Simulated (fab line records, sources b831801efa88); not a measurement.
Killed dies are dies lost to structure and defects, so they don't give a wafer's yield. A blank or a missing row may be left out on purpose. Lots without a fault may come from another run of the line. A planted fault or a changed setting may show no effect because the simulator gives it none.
Chamber matching | flow gf180mcu | GF_V1_CMP_04 on cmp-01: 4 sister chambers
The step polishes SiO2. 19 wafers are shown with their chamber, then 9 later ones without.

WAFERS WITH THEIR CHAMBER
wafer  | chamber | motor_current_A (A) | edge_zone_pressure_frac | time_to_endpoint_s (s)
L718.3 | 1       | 12.9                | 0.998                   | 78
L718.4 | 3       | 12.8                | 1.001                   | 89
L718.5 | 3       | 12.7                | 0.994                   | 86
L721.2 | 1       | 12.6                | 1.003                   | 73
L721.3 | 3       | 13.0                | 0.996                   | 79
L721.5 | 3       | 12.4                | 0.997                   | 84
L726.3 | 1       | 12.7                | 1.001                   | 72
L726.5 | 1       | 13.2                | 1.004                   | 79
L726.6 | 0       | 12.3                | 0.990                   | 86
L727.2 | 3       | 12.7                | 1.000                   | 103
L727.3 | 2       | 10.6                | 0.990                   | 100
L727.6 | 2       | 10.7                | 1.001                   | 105
L730.4 | 1       | 12.6                | 1.000                   | 105
L737.2 | 0       | 12.8                | 0.986                   | 86
L737.3 | 1       | 13.3                | 0.994                   | 91
L737.4 | 2       | 10.6                | 1.001                   | 89
L738.3 | 3       | 12.7                | 0.989                   | 90
L738.5 | 3       | 13.2                | 0.997                   | 94
L738.6 | 0       | 12.6                | 0.995                   | 93

SIGNATURES (means of the wafers above)
reading                 | chamber 0 | chamber 1 | chamber 2 | chamber 3 | scatter within a chamber
motor_current_A         | 12.567    | 12.883    | 10.633    | 12.786    | 0.257
edge_zone_pressure_frac | 0.99033   | 1.00000   | 0.99733   | 0.99629   | 0.00434
time_to_endpoint_s      | 88.33     | 83.00     | 98.00     | 89.29     | 9.42
Rule: a wafer's distance from a chamber is the root of the sum, over the readings, of the square of ((its reading less the chamber's mean) divided by the reading's scatter). The wafer belongs to the nearest chamber; if the next one is less than 2 further off, it can't be placed. The scatter: the root of (the sum of the squares of (reading less its chamber's mean) over the shown wafers, divided by (wafers less chambers)).

WAFERS WITHOUT THEIR CHAMBER
wafer  | motor_current_A (A) | edge_zone_pressure_frac | time_to_endpoint_s (s)
L739.2 | 12.4                | 0.999                   | 96
L739.4 | 12.6                | 1.002                   | 92
L739.5 | 10.4                | 1.004                   | 104
L740.1 | 10.4                | 1.003                   | 88
L740.4 | 12.9                | 1.001                   | 87
L740.5 | 11.2                | 1.003                   | 87
L741.2 | 12.8                | 1.008                   | 73
L741.3 | 12.4                | 1.006                   | 66
L741.4 | 11.2                | 0.997                   | 80

WHICH CHAMBER EACH WENT THROUGH
wafer  | from the rows above          | in truth
L739.2 | can't be placed: 3 or 0 or 1 | 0
L739.4 | can't be placed: 3 or 1 or 0 | 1
L739.5 | 2                            | 2
L740.1 | 2                            | 2
L740.4 | can't be placed: 1 or 3      | 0
L740.5 | 2                            | 2
L741.2 | can't be placed: 1 or 3      | 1
L741.3 | can't be placed: 1 or 3 or 0 | 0
L741.4 | 2                            | 2
Placed correctly: 4 of 9. Can't be placed from these rows: 5 (the true chamber is among the candidates in 4). Placed wrongly: 0.
